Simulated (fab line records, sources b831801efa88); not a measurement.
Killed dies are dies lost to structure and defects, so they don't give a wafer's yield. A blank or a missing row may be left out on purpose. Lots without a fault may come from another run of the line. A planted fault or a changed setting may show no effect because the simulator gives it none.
A struck lot beside a sound one | flow sfq_line | 21 steps out of a route of 325
Sound: wafers L645.2, L645.3, L645.5. Struck: wafers L651.2, L651.3, L651.6. The cause comes at the end.
At each step with rows: each side's tool, then ch and its chambers, then its first start. Under that, the readings that differ: sound wafers | struck wafers | difference of the means | sigmas: that difference in standard deviations of wafers without a fault.
alike: readings whose means differ by less than 2 such deviations, and words and numbers that are the same on both sides. not compared: withheld readings, readings that some wafer has no value for, bounds like >300 that may hide the same value, and numbers for which the record gives no deviation and whose values overlap.
The two part at a step that has a row with sigmas, a row that says differs or no value, or rows on one side only. Numbers that don't overlap but have no deviation are shown without sigmas and don't part them. A reading that every wafer of one side lacks parts them only if that side has two wafers or more.

first, 3 steps without rows for these wafers: SFQ_TRILAYER_M7_LITHO_EXPOSE_178 (exposes mask M7, target cd 500 nm); SFQ_TRILAYER_M7_LITHO_PEB_180 (peb time 60 s); SFQ_TRILAYER_M7_LITHO_DEVELOP_179 (time 60 s).
SFQ_M7_OVL_MEAS_945:
  sound on overlay-01, day 84 16:40; struck on overlay-01, day 86 05:52
  alike: M7_OVL
SFQ_TRILAYER_M7_BARC_OPEN_METAL_ETCH_229: etches BARC in O2, target depth 125 nm, time 41.7 s.
  sound on rie_metal-02 ch 0,1, day 84 16:41; struck on rie_metal-02 ch 0,1, day 86 05:53
  alike: drypump_motor_current_A, he_backside_leak_sccm, oes_product_au
  not compared: rf_hours_counter_h
SFQ_TRILAYER_M7_ETCH_METAL_ETCH_180: etches Nb in Cl2/Ar, stops on SiO2, target depth 240 nm, time 120 s.
  sound on rie_metal-02 ch 0,1, day 84 16:45; struck on rie_metal-02 ch 0,1, day 86 05:57
  alike: drypump_motor_current_A, he_backside_leak_sccm, oes_product_au
  not compared: rf_hours_counter_h
SFQ_TRILAYER_M7_STRIP_STRIP_181: strips in O2.
  sound on rie_metal-02 ch 0,1, day 84 16:53; struck on rie_metal-02 ch 0,1, day 86 06:05
  alike: drypump_motor_current_A, he_backside_leak_sccm, oes_product_au
  not compared: rf_hours_counter_h
then, 1 step without rows for these wafers: SFQ_TRILAYER_M7_STRIP_SOLV_CLEAN_182 (cleans in NMP, time 600 s).
SFQ_TRILAYER_I7_DEP_PECVD_183: deposits SiO2 from SiH4/N2O, time 111.11 s, target thk 500 nm.
  sound on pecvd-03 ch 1,2, day 84 17:39; struck on pecvd-02 ch 0,2, day 86 06:51
  alike: chamber_pressure_Torr, heater_power_outer_w, heater_power_w, throttle_valve_pct
then, 1 step without rows for these wafers: SFQ_TRILAYER_I7_CMP_CMP_184 (polishes SiO2).
SFQ_I7_BOW_MEAS_946:
  sound on film_metro-02, day 84 23:16; struck on film_metro-01, day 86 11:21
  alike: I7_BOW
SFQ_TRILAYER_I7_METRO_MEASURE_185:
  sound on film_metro-02, day 84 23:34; struck on film_metro-01, day 86 11:39
  alike: thk_nm
SFQ_TRILAYER_I7_VIA_LITHO_COAT_192: resist thk 62 nm.
  sound on litho_track-03 ch 0, day 85 00:37; struck on litho_track-03 ch 0, day 86 12:42
  reading                                                  | sound                | struck               | difference | sigmas
  spin_speed_rpm (rpm)                                     | 2998.7 2997.7 3000.1 | 3195.0 3191.8 3194.8 | +195.0     | +81
  model.BARC_of_TRILAYER_I7_VIA_LITHO_COAT_192.thk_nm (nm) | 62.33 62.06 62.34    | 59.87 59.94 59.74    | -2.39      |
  alike: resist_line_temp_C
then, 5 steps without rows for these wafers: SFQ_TRILAYER_I7_VIA_LITHO_COAT_187 (resist thk 650 nm); SFQ_TRILAYER_I7_VIA_LITHO_SOFTBAKE_191; SFQ_TRILAYER_I7_VIA_LITHO_EXPOSE_188 (exposes mask I7, target cd 1000 nm); SFQ_TRILAYER_I7_VIA_LITHO_PEB_190 (peb time 60 s); SFQ_TRILAYER_I7_VIA_LITHO_DEVELOP_189 (time 60 s).
-- the record jumps here: 4 days lie between the struck wafers' starts before and after --
SFQ_I7_OVL_MEAS_947:
  sound on overlay-01, day 89 10:31; struck on overlay-02, day 90 11:43
  alike: I7_OVL
SFQ_TRILAYER_I7_VIA_BARC_OPEN_VIA_ETCH_260: etches BARC in O2, target depth 125 nm, time 41.7 s.
  sound on rie_diel-03 ch 1,3, day 89 10:33; struck on rie_diel-04 ch 0,2,3, day 90 11:45
  reading                  | sound             | struck            | difference | sigmas
  oes_product_au (a.u.)    | 0.682 0.684 0.684 | 0.674 0.670 0.678 | -0.009     | -2
  model.etch.depth_nm (nm) | 62.33 62.06 62.34 | 59.87 59.94 59.74 | -2.39      |
  alike: drypump_motor_current_A
  not compared: rf_hours_counter_h
then, 1 step without rows for these wafers: SFQ_TRILAYER_I7_VIA_ETCH_VIA_ETCH_190 (etches SiO2 in CHF3, stops on Nb, target depth 260 nm).

WHERE THEY PART
First at SFQ_TRILAYER_I7_VIA_LITHO_COAT_192; last, within this record, at SFQ_TRILAYER_I7_VIA_BARC_OPEN_VIA_ETCH_260.

WHY: what the simulator had put in
Process parameter drift: litho_track-03, from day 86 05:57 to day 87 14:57, at SFQ_TRILAYER_I7_VIA_LITHO_COAT_192. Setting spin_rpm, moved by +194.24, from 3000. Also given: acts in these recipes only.
